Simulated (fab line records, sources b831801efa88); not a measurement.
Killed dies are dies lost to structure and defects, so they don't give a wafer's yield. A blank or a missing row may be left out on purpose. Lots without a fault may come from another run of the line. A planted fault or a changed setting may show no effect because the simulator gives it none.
A struck lot beside a sound one | flow sky130 | 14 steps out of a route of 708
Sound: wafers L175.1, L175.3, L175.5. Struck: wafers L168.1, L168.4, L168.6. The cause comes at the end.
At each step with rows: each side's tool, then ch and its chambers, then its first start. Under that, the readings that differ: sound wafers | struck wafers | difference of the means | sigmas: that difference in standard deviations of wafers without a fault.
alike: readings whose means differ by less than 2 such deviations, and words and numbers that are the same on both sides. not compared: withheld readings, readings that some wafer has no value for, bounds like >300 that may hide the same value, and numbers for which the record gives no deviation and whose values overlap.
The two part at a step that has a row with sigmas, a row that says differs or no value, or rows on one side only. Numbers that don't overlap but have no deviation are shown without sigmas and don't part them. A reading that every wafer of one side lacks parts them only if that side has two wafers or more.

SKY_METAL4_STRIP_19: strips in O2/N2.
  sound on plasma_asher-01 ch 0,1, day 46 22:16; struck on plasma_asher-02 ch 0,1, day 44 23:28
  alike: drypump_motor_current_A, oes_product_au, strip_time_to_endpoint_s
  not compared: rf_hours_counter_h
then, 4 steps without rows for these wafers: SKY_METAL4_STRIP_20 (strips in post etch residue remover, time 1200 s); SKY_METAL4_CLEAN_21 (cleans in IPA, time 180 s); SKY_METAL4_CLEAN_22 (cleans in O3/DIW); SKY_VIA4_HDPCVD_00 (deposits SiO2, target thk 1750 nm, time 291.7 s).
SKY_VIA4_THK_MEAS_01:
  sound on film_metro-04, day 46 23:04; struck on film_metro-01, day 45 00:20
  alike: VIA4_HDPCVD_THK
SKY_VIA4_CMP_02: polishes SiO2.
  sound on cmp-01 ch 0,1,3, day 46 23:11; struck on cmp-02 ch 1,2, day 45 00:23
  alike: head_pressure_psi, motor_current_A, platen_rpm
SKY_VIA4_BOW_MEAS_03:
  sound on film_metro-04, day 46 23:26; struck on film_metro-01, day 45 00:41
  alike: VIA4_BOW
then, 4 steps without rows for these wafers: SKY_VIA4_DEHYDRATE_04 (time 60 s); SKY_VIA4_HMDS_05 (prime time 60 s); SKY_VIA4_COAT_06 (resist thk 1140 nm); SKY_VIA4_SOFTBAKE_07 (time 60 s).
SKY_VIA4_EXPOSE_08: exposes mask VIM4, target cd 800 nm.
  sound on iline_stepper-01 ch 0, day 47 09:34; struck on iline_stepper-02, day 45 11:35
  no value came back on the struck wafers for exposure_dose_mJ_cm2, focus_offset_nm (nm); on the sound wafers exposure_dose_mJ_cm2 reads 132.08 132.10 132.14
  alike: mask
then, 1 step without rows for these wafers: SKY_VIA4_PEB_09.

WHERE THEY PART
Only at SKY_VIA4_EXPOSE_08, within this record.

WHY: what the simulator had put in
Skipped step whole: iline_stepper-02, from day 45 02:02 on, at SKY_VIA4_EXPOSE_08. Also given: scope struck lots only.
